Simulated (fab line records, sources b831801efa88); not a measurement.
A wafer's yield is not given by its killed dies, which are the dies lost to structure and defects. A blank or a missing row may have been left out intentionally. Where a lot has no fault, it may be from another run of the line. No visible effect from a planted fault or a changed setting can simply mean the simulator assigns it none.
A lot that was struck, set against a sound lot + flow sky130 + 14 out of 708 route steps
Sound: these wafers, L764.3, L764.5, L764.6. Wafers struck: L759.2, L759.4, L759.5. At the end, the cause is stated.
At each step with rows: each side's tool, then ch and its chambers, then its first start. Under that, the readings that differ: sound wafers + struck wafers + difference of the means + sigmas: that difference in standard deviations of wafers without a fault.
alike: readings whose means differ by less than 2 such deviations, and words and numbers that are the same on both sides. not compared: withheld readings, readings that some wafer has no value for, bounds like >300 that may hide the same value, and numbers for which the record gives no deviation and whose values overlap.
A row with sigmas, a row that says differs or no value, or rows on one side alone: a step with any of these is where the two part. When numbers do not overlap yet have no deviation, they are printed without sigmas and do not part them. Lack of a reading on every wafer of one side parts them only where that side has two or more wafers.

first, 1 step without rows for these wafers: SKY_METAL5_CLEAN_19 (cleans in O3/DIW).
SKY_PASSIVATION_CVD_00: deposits SiO2, target thk 90 nm.
  sound on pecvd-02 ch 0,1,2, day 49 13:19; struck on pecvd-02 ch 0, day 48 03:07
  alike: heater-power-w, susceptor-temp-C
SKY_PASSIVATION_THK_MEAS_01:
  sound: film-metro-01 at day 49 13:21; struck: film-metro-01 at day 48 03:10
  alike: PASSIVATION_CVD_00_THK
SKY_PASSIVATION_CVD_02: deposits Si3N4, target thk 540 nm.
  sound on pecvd-03 ch 0,1,2, day 49 13:23; struck on pecvd-03 ch 0,1,2, day 48 03:13
  alike: heater-power-w, susceptor-temp-C
SKY_PASSIVATION_THK_MEAS_03:
  sound: film-metro-03 at day 49 13:38; struck: film-metro-01 at day 48 03:26
  alike: PASSIVATION_CVD_02_THK
then, 7 steps without rows for these wafers: SKY_PASSIVATION_DEHYDRATE_04 (time 60 s); SKY_PASSIVATION_HMDS_05 (prime time 60 s); SKY_PASSIVATION_COAT_06 (resist thk 3000 nm); SKY_PASSIVATION_SOFTBAKE_07; SKY_PASSIVATION_EXPOSE_08 (exposes mask NSM, target cd 3000 nm); SKY_PASSIVATION_PEB_09; SKY_PASSIVATION_DEVELOP_10 (develop time 60 s).
SKY_PASSIVATION_ETCH_11: etches the open film in CF4/O2, stops on AlCu, target depth 725 nm, time 161.1 s.
  sound on rie-diel-04 ch 0,2,3, day 50 05:40; struck on rie-diel-02 ch 0,2,3, day 48 21:30
  no value came back on the struck wafers for any of 5 readings (O2_flow_sccm (sccm), bias-w (W) and others); on the sound wafers O2_flow_sccm (sccm) reads 9.992 10.017 9.957
| reading                                       | sound          | struck         | difference | sigmas |
|-----------------------------------------------|----------------|----------------|------------|--------|
| model.coat_of_PASSIVATION_COAT_06.thk-nm (nm) | 2524 2523 2519 | 2990 2995 2990 | +470       |        |
  not compared: rf-hours-counter-h
SKY_PASSIVATION_STRIP_12: strips in O2/N2.
  sound on plasma-asher-01 ch 0,1, day 50 05:49; struck on plasma-asher-02 ch 0,1, day 48 21:36
| reading                      | sound             | struck            | difference | sigmas |
|------------------------------|-------------------|-------------------|------------|--------|
| strip-time-to-endpoint-s (s) | 31.60 31.59 31.57 | 36.84 36.89 36.87 | +5.28      | +41    |
  alike: drypump-motor-current-A, o2-flow-sccm, oes-product-au
  not compared: rf-hours-counter-h

WHERE THEY PART
Earliest at SKY_PASSIVATION_ETCH_11; latest, in this record, at SKY_PASSIVATION_STRIP_12.

WHY: whatever the simulator had introduced
Skipped step whole: rie-diel-02, from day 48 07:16 on, at SKY_PASSIVATION_ETCH_11. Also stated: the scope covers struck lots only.
